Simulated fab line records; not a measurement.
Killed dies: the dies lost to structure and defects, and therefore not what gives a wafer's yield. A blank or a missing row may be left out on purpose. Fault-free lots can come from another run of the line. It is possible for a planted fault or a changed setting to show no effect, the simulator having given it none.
Comparing a struck lot with a sound one | flow gf180mcu | 15 out of 602 route steps
Sound: these wafers, L883.1, L883.2, L883.3. Struck: wafers L897.1, L897.5, L897.6. The cause comes at the end.
Each step with rows lists, per side, the tool, then ch with its chambers, then its first start. Under that, the readings that differ: sound wafers | struck wafers | difference of the means | sigmas: that difference in standard deviations of wafers without a fault.
alike: words and numbers the same on both sides, and readings whose means are apart by under 2 such deviations; not compared: readings that were withheld, readings missing a value for some wafer, numbers with overlapping values and no deviation given by the record, and bounds like >300 which may hide the same value.
Wherever a step has rows on one side only, a row that says differs or no value, or a row with sigmas, the two part there. Numbers that have no deviation but don't overlap get no sigmas and don't part them. Lack of a reading on every wafer of one side parts them only where that side has two or more wafers.

first, 6 steps without rows for these wafers: GF_PSD_HMDS_01 (prime time 60 s); GF_PSD_COAT_02 (resist thk 1000 nm); GF_PSD_SOFTBAKE_03 (time 60 s); GF_PSD_EXPOSE_04 (exposes mask Pplus, target cd 400 nm); GF_PSD_PEB_05; GF_PSD_DEVELOP_06 (develop time 60 s).
GF_PSD_CD_MEAS_07: target cd 400 nm.
  sound: cd_sem-01 at day 15 16:43; struck: cd_sem-02 at day 20 14:26
  alike: cd_nm
GF_PSD_OVL_MEAS_08:
  sound: overlay-01 at day 15 16:50; struck: overlay-01 at day 20 14:33
  alike: PSD_OVL
next, for these wafers, 1 step has no rows: GF_PSD_IMPLANT_09.
GF_PSD_STRIP_10: strips in O2/N2.
  sound on plasma_asher-04 ch 0,1, day 15 17:01; struck on plasma_asher-01 ch 0,1, day 20 14:44
  alike: drypump_motor_current_A, heater_power_w, oes_product_au, strip_time_to_endpoint_s
  not compared: rf_hours_counter_h
GF_PSD_TW_MEAS_11:
  sound: film_metro-01 at day 15 17:07; struck: film_metro-03 at day 20 14:50
  alike: PSD_TW
then, 1 step without rows for these wafers: GF_PSD_CLEAN_12 (cleans in SC1/SC2, time 150 s).
GF_PSD_RTA_13: time 20 s.
  struck on rtp_anneal-01, day 20 14:57; sound on rtp_anneal-02 ch 0, day 15 17:14
  no value came back on the struck wafers for anneal_temp_c_max, chamber_o2_ppm, lamp_power_pct (%), wafer_temp_C_max; on the sound wafers anneal_temp_c_max reads 1032.9 1031.1 1032.1
GF_PSD_RS_MEAS_14: measurement is done with a four-point probe.
  sound: film_metro-03 at day 15 17:19; struck: film_metro-03 at day 20 15:02
  reading         | sound             | struck | difference                    | sigmas
  NSD_RS (ohm/sq) | 46.05 46.15 46.25 | - - -  | no value on the struck wafers |
GF_PSD_RS_MEAS_15: measurement is done with a four-point probe.
  sound: film_metro-03 at day 15 17:26; struck: film_metro-03 at day 20 15:09
  reading         | sound                | struck | difference                    | sigmas
  PSD_RS (ohm/sq) | 108.32 108.82 108.97 | - - -  | no value on the struck wafers |

WHERE THEY PART
Last at GF_PSD_RS_MEAS_15 as far as this record goes, first at GF_PSD_RTA_13.

WHY: what had been put in by the simulator
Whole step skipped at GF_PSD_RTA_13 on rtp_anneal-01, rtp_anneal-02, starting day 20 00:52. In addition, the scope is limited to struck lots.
